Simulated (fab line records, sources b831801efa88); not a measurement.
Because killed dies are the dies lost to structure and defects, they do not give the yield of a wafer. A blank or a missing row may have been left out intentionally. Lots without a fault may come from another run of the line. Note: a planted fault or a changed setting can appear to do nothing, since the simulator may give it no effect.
fab line records | flow sky130
record: lots: 15 wafers: 45 last_day: 50
route steps=708 shown POLY_GATE@236 LDD_N@253 LDD_LDN@302 SD_P@330 RES_XHIGH@340
lots with no fault: from the same line, run without faults
start_h: hours from the record's first day to the start of the lot's first wafer shown | wait_h: how many hours have passed since the lot's step before this one | " same as the row above | L1.1+2: several wafers, shown together as one row | - no value, or no start was given | * or withheld: withheld | < > ~ a bound
route shown NAME@n: names a module that has steps shown in the file, with the first one's number in the route | usual: mean/standard deviation taken from wafers without a fault | same: alike in all rows | chamber/n: place in a boat | sites: per-site readings | _std_site: standard deviation of those values | _edge_site: inner sites' mean taken away from outer sites' mean | radius_mm: how far each site lies from the wafer's centre | mask NAME#n: copy n | behind: the last tool/chamber to shape the wafer | hold: what put the lot on hold/how long, in hours/how the hold closed | device: the n, p or np transistor that did not switch | end of line: the same wafers' tests at the end of the route | where a step has no rows: the recipe by itself | killed: not the wafer's yield, but the dies lost to structure and defects at the first sort | map: per-die view of a wafer (x killed, . not killed, _ where there is no die)
set.NAME: the setting the step ran with; set.NAME@STEP: the setting that earlier step ran with | model.NAME: the simulator's own value behind a step, which no gauge read
steps of the route over a sample of lots; a table a step, a row a wafer
services: a tool's chamber out of use, with start hour (start_h, from the record's first day; less than 0 if before it), hours out, and reason
== steps ==
step: SKY_POLY_GATE_CD_MEAS_22
usual: cd_nm: 149.5/2.4
columns lot.wafer tool chamber start_h wait_h cd_nm
L265.3 cd_sem-02 - 364.00 0.1 148.3
L265.5 " - " " 148.7
L265.6 " - " " 151.5
L266.1 cd_sem-02 - 376.40 0.1 152.3
L266.4 " - " " 153.5
L266.6 " - " " 151.6
L268.1 cd_sem-02 - 422.66 0.1 148.4
L268.4 " - " " 146.0
L268.5 " - " " 149.9
L271.2 cd_sem-02 - 432.84 0.1 145.8
L271.5 " - " " 150.6
L271.6 " - " " 147.8
L270.3 cd_sem-01 - 432.87 0.1 150.1
L270.4 " - " " 147.4
L270.5 " - " " 146.6
L273.2 cd_sem-01 - 437.33 0.1 148.6
L273.5 " - " " 149.7
L273.6 " - " " 145.9
L275.1 cd_sem-01 - 451.85 0.1 150.8
L275.5 " - " " 151.8
L275.6 " - " " 149.8
L280.2 cd_sem-01 - 495.73 0.1 148.2
L280.5 " - " " 145.6
L280.6 " - " " 145.7
L282.3 cd_sem-01 - 515.43 0.1 150.4
L282.4 " - " " 148.1
L282.5 " - " " 146.4
L283.2 cd_sem-01 - 526.44 0.1 153.6
L283.4 " - " " 149.8
L283.6 " - " " 150.0
L284.1 cd_sem-02 - 537.47 0.1 152.5
L284.2 " - " " 149.3
L284.6 " - " " 155.7
L285.1 cd_sem-01 - 542.02 0.1 152.8
L285.3 " - " " 150.1
L285.6 " - " " 146.8
L286.1 cd_sem-02 - 546.99 0.1 156.7
L286.3 " - " " 152.2
L286.5 " - " " 152.8
L287.3 cd_sem-02 - 562.50 0.1 151.2
L287.5 " - " " 154.4
L287.6 " - " " 150.4
L288.1 cd_sem-01 - 566.20 0.1 148.5
L288.2 " - " " 154.4
L288.5 " - " " 152.0
step: SKY_LDD_N_STRIP_16
recipe: chemistry: O2/N2 power_w: 1400 pressure_mtorr: 1500 platen_temp_c: withheld o2_flow_sccm: 3000 n2_flow_sccm: 300 overash_fraction: 0.5
usual: chamber_pressure_mTorr: 1499.7/1.4 drypump_motor_current_A: 5.5/0.37 n2_flow_sccm: 300.0/0.97 o2_flow_sccm: 2999/9.1 oes_product_au: 0.406/0.0044 strip_time_to_endpoint_s: 4.310/0.016
columns lot.wafer tool chamber start_h wait_h chamber_pressure_mTorr drypump_motor_current_A n2_flow_sccm o2_flow_sccm oes_product_au rf_hours_counter_h strip_time_to_endpoint_s
L265.3 plasma_asher-04 1 393.51 0.1 1497.9 6.0 299.4 3004 0.400 - 4.336
L265.5 " 1 " " 1500.5 6.0 300.3 3002 0.403 - 4.339
L265.6 " 0 " " 1498.0 5.9 298.5 3004 0.410 - 4.326
L266.1 plasma_asher-01 1 406.33 0.1 1502.0 5.2 299.6 3008 0.405 60 4.312
L266.4 " 0 " " 1500.9 5.8 299.4 2996 0.411 - 4.334
L266.6 " 0 " " 1498.3 5.8 299.0 3021 0.406 - 4.314
L268.1 plasma_asher-04 1 454.97 0.1 1499.6 6.0 300.7 3009 0.403 77 4.312
L268.4 " 0 " " 1498.3 6.0 299.7 3018 0.404 - 4.324
L268.5 " 0 " " 1501.1 6.0 299.9 3013 0.395 - 4.313
L271.2 plasma_asher-01 1 465.28 0.1 1499.8 5.2 300.5 2996 0.403 66 4.334
L271.5 " 0 " " 1502.7 5.9 299.7 2989 0.401 - 4.318
L271.6 " 1 " " 1498.4 5.2 299.2 2982 0.411 - 4.334
L270.3 plasma_asher-02 0 465.62 0.1 1498.6 5.2 300.4 3006 0.409 - 4.291
L270.4 " 1 " " 1500.6 5.1 301.7 3004 0.415 - 4.301
L270.5 " 0 " " 1499.6 5.2 300.7 2990 0.409 - 4.269
L273.2 plasma_asher-01 0 469.38 0.1 1502.5 5.8 301.5 2994 0.405 67 4.300
L273.5 " 0 " " 1500.8 5.9 300.5 2996 0.404 - 4.331
L273.6 " 1 " " 1499.8 5.2 298.7 2992 0.411 - 4.290
L275.1 plasma_asher-02 1 483.18 0.1 1497.9 5.1 300.5 2996 0.403 5 4.282
L275.5 " 0 " " 1501.9 5.2 300.3 3008 0.402 - 4.295
L275.6 " 1 " " 1500.9 5.1 302.9 3000 0.403 - 4.306
L280.2 plasma_asher-04 0 527.33 0.1 1497.6 6.0 299.1 3001 0.410 85 4.301
L280.5 " 1 " " 1500.8 6.0 300.4 3009 0.401 - 4.319
L280.6 " 0 " " 1499.0 6.0 298.3 2998 0.411 - 4.309
L282.3 plasma_asher-01 1 546.41 0.1 1499.4 5.2 300.1 2994 0.406 - 4.318
L282.4 " 0 " " 1500.3 5.9 300.1 2986 0.414 - 4.296
L282.5 " 0 " " 1500.7 5.9 301.0 2998 0.412 - 4.303
L283.2 plasma_asher-01 1 557.73 0.1 1497.7 5.2 301.8 2987 0.407 76 4.312
L283.4 " 0 " " 1500.9 5.9 298.9 2992 0.406 - 4.305
L283.6 " 0 " " 1498.9 5.9 299.2 2994 0.402 - 4.280
L284.1 plasma_asher-02 0 568.47 0.1 1500.5 5.2 300.9 2978 0.408 13 4.336
L284.2 " 1 " " 1500.9 5.2 300.6 2994 0.408 13 4.297
L284.6 " 1 " " 1498.8 5.1 300.0 3003 0.406 - 4.313
L285.1 plasma_asher-02 0 572.57 0.1 1500.3 5.2 300.3 3004 0.409 14 4.333
L285.3 " 0 " " 1498.2 5.2 298.8 2988 0.399 - 4.304
L285.6 " 1 " " 1498.8 5.1 299.7 3009 0.404 - 4.317
L286.1 plasma_asher-02 1 577.63 0.1 1498.8 5.2 299.3 3007 0.410 14 4.314
L286.3 " 0 " " 1500.6 5.2 299.4 2997 0.404 - 4.301
L286.5 " 1 " " 1501.3 5.2 299.3 3002 0.405 - 4.324
L287.3 plasma_asher-02 0 591.61 0.1 1500.9 5.2 299.2 2992 0.408 - 4.293
L287.5 " 1 " " 1500.9 5.2 300.2 2985 0.405 - 4.309
L287.6 " 0 " " 1499.0 5.2 299.3 3001 0.405 - 4.314
L288.1 plasma_asher-01 1 595.78 0.1 1497.3 5.2 300.9 2980 0.409 79 4.317
L288.2 " 0 " " 1499.9 5.8 300.7 2979 0.408 79 4.316
L288.5 " 0 " " 1498.7 5.9 300.7 2994 0.410 - 4.319
step: SKY_LDD_LDN_TW_MEAS_13
usual: LDD_LDN_TW: 1479/8.2
columns lot.wafer tool chamber start_h wait_h LDD_LDN_TW
L265.3 film_metro-03 - 517.90 0.1 1479
L265.5 " - " " 1476
L265.6 " - " " 1479
L266.1 film_metro-04 - 529.07 0.1 1483
L266.4 " - " " 1478
L266.6 " - " " 1484
L268.1 film_metro-01 - 576.53 0.1 1472
L268.4 " - " " 1466
L268.5 " - " " 1473
L271.2 film_metro-01 - 585.73 0.1 1470
L271.5 " - " " 1472
L271.6 " - " " 1471
L270.3 film_metro-04 - 586.04 0.1 1486
L270.4 " - " " 1483
L270.5 " - " " 1484
L273.2 film_metro-03 - 588.68 0.1 1469
L273.5 " - " " 1477
L273.6 " - " " 1473
L275.1 film_metro-03 - 603.38 0.1 1472
L275.5 " - " " 1473
L275.6 " - " " 1475
L280.2 film_metro-04 - 646.14 0.1 1495
L280.5 " - " " 1484
L280.6 " - " " 1483
L282.3 film_metro-03 - 662.44 0.1 1483
L282.4 " - " " 1471
L282.5 " - " " 1482
L283.2 film_metro-03 - 674.38 0.1 1490
L283.4 " - " " 1486
L283.6 " - " " 1483
L284.1 film_metro-01 - 683.42 0.1 1468
L284.2 " - " " 1459
L284.6 " - " " 1462
L285.1 film_metro-04 - 686.63 0.1 1478
L285.3 " - " " 1492
L285.6 " - " " 1496
L286.1 film_metro-04 - 692.57 0.1 1490
L286.3 " - " " 1486
L286.5 " - " " 1483
L287.3 film_metro-04 - 706.09 0.1 1482
L287.5 " - " " 1490
L287.6 " - " " 1493
L288.1 film_metro-01 - 709.07 0.1 1474
L288.2 " - " " 1465
L288.5 " - " " 1479
step: SKY_SD_P_STRIP_10
recipe: chemistry: O2/N2 power_w: 1400 pressure_mtorr: 1500 platen_temp_c: withheld o2_flow_sccm: 3000 n2_flow_sccm: 300 overash_fraction: 0.5
usual: chamber_pressure_mTorr: 1500.0/1.4 drypump_motor_current_A: 6.0/0.38 n2_flow_sccm: 300.1/0.82 o2_flow_sccm: 3000/9.6 oes_product_au: 0.618/0.0043 strip_time_to_endpoint_s: 17.48/0.048
columns lot.wafer tool chamber start_h wait_h chamber_pressure_mTorr drypump_motor_current_A n2_flow_sccm o2_flow_sccm oes_product_au rf_hours_counter_h strip_time_to_endpoint_s
L265.3 plasma_asher-01 1 579.78 0.1 1501.1 5.2 301.2 2980 0.610 - 17.51
L265.5 " 1 " " 1497.0 5.2 300.4 2983 0.624 - 17.52
L265.6 " 0 " " 1499.8 5.9 300.8 3007 0.612 - 17.49
L266.1 plasma_asher-03 1 590.30 0.1 1499.1 5.8 300.5 3013 0.617 43 17.53
L266.4 " 1 " " 1502.5 5.8 299.8 2997 0.609 - 17.56
L266.6 " 0 " " 1499.0 6.5 299.1 3010 0.618 - 17.53
L268.1 plasma_asher-03 0 639.73 0.1 1500.6 6.5 301.0 2995 0.625 48 17.48
L268.4 " 1 " " 1502.1 5.9 299.0 3000 0.621 - 17.48
L268.5 " 0 " " 1499.3 6.5 300.5 2993 0.624 - 17.50
L271.2 plasma_asher-03 0 646.24 0.1 - - - - - - -
L271.5 " 0 " " - - - - - - -
L271.6 " 1 " " - - - - - - -
L270.3 plasma_asher-03 1 647.88 0.1 - - - - - - -
L270.4 " 0 " " - - - - - - -
L270.5 " 1 " " - - - - - - -
L273.2 plasma_asher-01 0 655.19 0.1 - - - - - - -
L273.5 " 1 " " - - - - - - -
L273.6 " 0 " " - - - - - - -
L275.1 plasma_asher-03 0 665.73 0.1 1502.5 6.5 300.3 2980 0.619 51 17.55
L275.5 " 0 " " 1501.8 6.5 301.1 2985 0.622 - 17.55
L275.6 " 1 " " 1499.3 5.8 299.8 3000 0.612 - 17.52
L280.2 plasma_asher-01 1 703.50 0.1 1500.2 5.2 301.3 3005 0.618 90 17.43
L280.5 " 1 " " 1500.1 5.2 300.5 2999 0.609 - 17.48
L280.6 " 0 " " 1498.0 5.9 299.6 3010 0.614 - 17.51
L282.3 plasma_asher-04 0 718.94 0.1 1499.8 6.0 301.3 3010 0.622 - 17.47
L282.4 " 1 " " 1499.1 6.1 299.7 3001 0.620 - 17.47
L282.5 " 0 " " 1497.1 6.0 299.4 3003 0.621 - 17.45
L283.2 plasma_asher-03 1 732.75 0.1 1499.2 5.9 299.6 2978 0.616 58 17.48
L283.4 " 0 " " 1497.9 6.5 300.0 2979 0.621 - 17.49
L283.6 " 1 " " 1499.7 5.8 299.4 2987 0.624 - 17.49
L284.1 plasma_asher-03 0 740.99 0.1 1502.2 6.5 299.7 2997 0.619 60 17.44
L284.2 " 1 " " 1502.5 5.8 298.7 2997 0.613 60 17.46
L284.6 " 1 " " 1498.7 5.8 300.1 2993 0.621 - 17.51
L285.1 plasma_asher-04 0 743.35 0.1 1499.6 6.0 300.0 2997 0.614 0 17.42
L285.3 " 1 " " 1501.1 6.0 301.1 3005 0.616 - 17.43
L285.6 " 0 " " 1499.6 6.0 301.1 3000 0.627 - 17.44
L286.1 plasma_asher-03 1 748.93 0.1 1500.3 5.8 299.5 3025 0.620 61 17.39
L286.3 " 0 " " 1498.7 6.5 300.6 2996 0.619 - 17.39
L286.5 " 1 " " 1499.0 5.8 299.4 3009 0.614 - 17.40
L287.3 plasma_asher-04 1 762.99 0.1 1501.6 6.0 300.5 3013 0.617 - 17.49
L287.5 " 1 " " 1500.0 6.0 301.0 3007 0.611 - 17.47
L287.6 " 0 " " 1497.8 6.0 300.6 3000 0.608 - 17.49
L288.1 plasma_asher-03 0 764.50 0.1 1498.6 6.5 300.4 2998 0.619 62 17.45
L288.2 " 1 " " 1499.3 5.8 299.3 2995 0.624 62 17.38
L288.5 " 1 " " 1498.4 5.8 298.8 3001 0.619 - 17.42
step: SKY_RES_XHIGH_STRIP_08
recipe: chemistry: O2/N2 power_w: 1400 pressure_mtorr: 1500 platen_temp_c: withheld o2_flow_sccm: 3000 n2_flow_sccm: 300 overash_fraction: 0.5
usual: chamber_pressure_mTorr: 1499.9/1.4 drypump_motor_current_A: 5.9/0.46 n2_flow_sccm: 299.9/0.88 o2_flow_sccm: 2999/14 oes_product_au: 0.711/0.0045 strip_time_to_endpoint_s: 14.27/0.043
columns lot.wafer tool chamber start_h wait_h chamber_pressure_mTorr drypump_motor_current_A n2_flow_sccm o2_flow_sccm oes_product_au rf_hours_counter_h strip_time_to_endpoint_s
L265.3 plasma_asher-03 0 608.73 0.1 1499.4 6.5 300.1 3017 0.711 - 14.29
L265.5 " 0 " " 1496.6 6.5 300.4 3010 0.719 - 14.27
L265.6 " 1 " " 1497.2 5.8 299.8 2979 0.708 - 14.30
L266.1 plasma_asher-04 0 618.60 0.1 1498.3 6.0 301.0 3008 0.721 93 14.27
L266.4 " 1 " " 1501.0 6.0 299.6 2991 0.713 - 14.30
L266.6 " 1 " " 1502.3 6.0 300.3 2999 0.710 - 14.29
L268.1 plasma_asher-02 1 668.27 0.1 1500.5 5.2 300.5 3003 0.709 24 14.27
L268.4 " 0 " " 1502.9 5.2 299.3 2992 0.708 - 14.29
L268.5 " 0 " " 1500.8 5.2 301.0 2984 0.715 - 14.32
L271.2 plasma_asher-03 1 674.44 0.1 1499.6 5.8 300.5 3001 0.712 52 31.24
L271.5 " 0 " " 1499.8 6.5 301.1 3003 0.722 - 31.33
L271.6 " 1 " " 1499.6 5.8 301.4 3005 0.724 - 31.28
L270.3 plasma_asher-04 0 675.98 0.1 1500.5 6.0 299.2 3009 0.716 - 31.34
L270.4 " 1 " " 1502.7 6.0 300.0 3004 0.722 - 31.32
L270.5 " 0 " " 1501.5 6.0 298.8 3005 0.717 - 31.26
L273.2 plasma_asher-04 0 683.22 0.1 1500.4 6.0 298.0 2982 0.714 98 31.34
L273.5 " 0 " " 1503.3 6.0 300.2 2986 0.716 - 31.31
L273.6 " 1 " " 1499.4 6.0 300.0 3011 0.718 - 31.27
L275.1 plasma_asher-02 1 693.05 0.1 1498.7 5.2 297.6 2994 0.715 27 14.32
L275.5 " 1 " " 1500.6 5.1 298.6 2996 0.705 - 14.27
L275.6 " 0 " " 1501.4 5.2 298.0 2988 0.709 - 14.31
L280.2 plasma_asher-04 1 731.89 0.1 1500.9 6.0 300.8 2988 0.718 103 14.24
L280.5 " 0 " " 1500.7 5.9 301.0 3004 0.702 - 14.23
L280.6 " 1 " " 1500.8 6.0 300.3 3000 0.707 - 14.24
L282.3 plasma_asher-03 1 746.35 0.1 1501.8 5.8 300.0 3003 0.701 - 14.29
L282.4 " 0 " " 1498.6 6.5 299.9 2980 0.721 - 14.28
L282.5 " 1 " " 1498.8 5.9 300.2 3008 0.715 - 14.29
L283.2 plasma_asher-03 1 759.75 0.1 1499.2 5.9 298.6 2999 0.715 62 14.25
L283.4 " 0 " " 1498.3 6.5 299.2 2998 0.701 - 14.26
L283.6 " 0 " " 1498.8 6.5 300.1 3002 0.709 - 14.23
L284.1 plasma_asher-03 0 767.75 0.1 1500.5 6.5 299.3 2985 0.708 63 14.20
L284.2 " 1 " " 1501.3 5.8 299.2 2989 0.704 63 14.25
L284.6 " 1 " " 1500.4 5.8 300.7 3006 0.712 - 14.22
L285.1 plasma_asher-03 1 770.22 0.1 1501.5 5.8 299.6 3013 0.718 63 14.25
L285.3 " 1 " " 1502.3 5.8 299.7 3001 0.718 - 14.24
L285.6 " 1 " " 1499.3 5.8 300.8 3011 0.710 - 14.23
L286.1 plasma_asher-04 1 775.69 0.1 1499.6 6.0 300.7 3000 0.714 3 14.29
L286.3 " 0 " " 1497.3 6.0 301.6 3001 0.709 - 14.26
L286.5 " 1 " " 1500.2 6.0 299.9 3001 0.716 - 14.26
L287.3 plasma_asher-02 1 790.38 0.1 1502.5 5.2 298.3 3013 0.711 - 14.29
L287.5 " 0 " " 1500.3 5.2 299.8 3018 0.712 - 14.29
L287.6 " 1 " " 1499.8 5.2 300.8 2989 0.714 - 14.27
L288.1 plasma_asher-03 0 791.25 0.1 1497.7 6.5 299.7 3009 0.714 65 14.38
L288.2 " 1 " " 1499.7 5.8 299.6 2995 0.708 65 14.32
L288.5 " 1 " " 1499.3 5.9 298.3 3003 0.713 - 14.29
step: SKY_RES_XHIGH_TW_MEAS_09
usual: RES_XHIGH_TW: 1641/8.8
columns lot.wafer tool chamber start_h wait_h RES_XHIGH_TW
L265.3 film_metro-03 - 608.82 0.1 1637
L265.5 " - " " 1634
L265.6 " - " " 1631
L266.1 film_metro-04 - 618.70 0.1 1639
L266.4 " - " " 1648
L266.6 " - " " 1635
L268.1 film_metro-02 - 668.37 0.1 1637
L268.4 " - " " 1629
L268.5 " - " " 1634
L271.2 film_metro-02 - 674.55 0.1 30
L271.5 " - " " 30
L271.6 " - " " 30
L270.3 film_metro-04 - 676.06 0.1 30
L270.4 " - " " 30
L270.5 " - " " 30
L273.2 film_metro-03 - 683.33 0.1 30
L273.5 " - " " 30
L273.6 " - " " 30
L275.1 film_metro-04 - 693.15 0.1 1645
L275.5 " - " " 1653
L275.6 " - " " 1633
L280.2 film_metro-03 - 732.00 0.1 1651
L280.5 " - " " 1651
L280.6 " - " " 1656
L282.3 film_metro-03 - 746.44 0.1 1637
L282.4 " - " " 1629
L282.5 " - " " 1634
L283.2 film_metro-04 - 759.86 0.1 1654
L283.4 " - " " 1653
L283.6 " - " " 1652
L284.1 film_metro-04 - 767.85 0.1 1652
L284.2 " - " " 1644
L284.6 " - " " 1653
L285.1 film_metro-04 - 770.32 0.1 1638
L285.3 " - " " 1644
L285.6 " - " " 1641
L286.1 film_metro-03 - 775.79 0.1 1645
L286.3 " - " " 1641
L286.5 " - " " 1627
L287.3 film_metro-03 - 790.46 0.1 1638
L287.5 " - " " 1644
L287.6 " - " " 1637
L288.1 film_metro-02 - 791.35 0.1 1625
L288.2 " - " " 1630
L288.5 " - " " 1622
== services ==
columns tool chamber start_h hours kind
plasma_asher-03 - 400.81 2.1 repair
plasma_asher-02 - 421.25 9.0 pm
plasma_asher-02 0 421.25 9.0 vent_cycle
plasma_asher-02 1 421.25 9.0 vent_cycle
plasma_asher-01 - 427.86 0.8 repair
plasma_asher-02 0 430.25 - clean
plasma_asher-02 1 430.25 - clean
plasma_asher-04 - 547.84 2.8 pm
plasma_asher-04 - 605.25 3.5 repair
plasma_asher-04 - 639.74 12.4 repair
plasma_asher-01 - 686.45 1.6 repair
plasma_asher-02 - 706.84 2.8 pm
plasma_asher-01 - 713.09 11.4 repair
plasma_asher-01 - 729.63 3.8 repair
plasma_asher-04 - 733.75 9.0 pm
plasma_asher-04 0 733.75 9.0 vent_cycle
plasma_asher-04 1 733.75 9.0 vent_cycle
plasma_asher-02 - 734.41 14.6 pm
plasma_asher-04 0 742.75 - clean
plasma_asher-04 1 742.75 - clean
== key ==
first_sign: step: SKY_SD_P_STRIP_10 reading: tool_record direction: missing
effect: step: SKY_RES_XHIGH_STRIP_08 reading: strip_time_to_endpoint_s direction: up sigmas: 99+ usual: * struck: *
effect: step: SKY_RES_XHIGH_TW_MEAS_09 reading: RES_XHIGH_TW direction: down sigmas: 99+ usual: 1641 struck: 30
met_at SKY_SD_P_STRIP_10
struck_lots L270,L271,L273
sort_left_out L270.3,L270.4,L270.5,L271.2,L271.5,L271.6,L273.2,L273.5,L273.6
tester_left_out L270,L271,L273
not_acting_at SKY_POLY_GATE_CD_MEAS_22,SKY_LDD_N_STRIP_16,SKY_LDD_LDN_TW_MEAS_13
onset_between 639.73 646.24
fault: kind: skipped_step_whole tool: plasma_asher-01,plasma_asher-03 chamber: - onset_h: 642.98 steps: SKY_SD_P_STRIP_10 scope: struck_lots_only
tester_left_out: of these lots the tester's yield and bins aren't shown, on N5 and GAA mostly nor the transistor test; their killed dies are dies lost to structure and defects alone, not to doping, threshold or leakage, so they don't give the yield
sort_left_out: the simulated sort isn't trusted on such a fault, so these wafers' sort isn't shown, and their yield isn't known
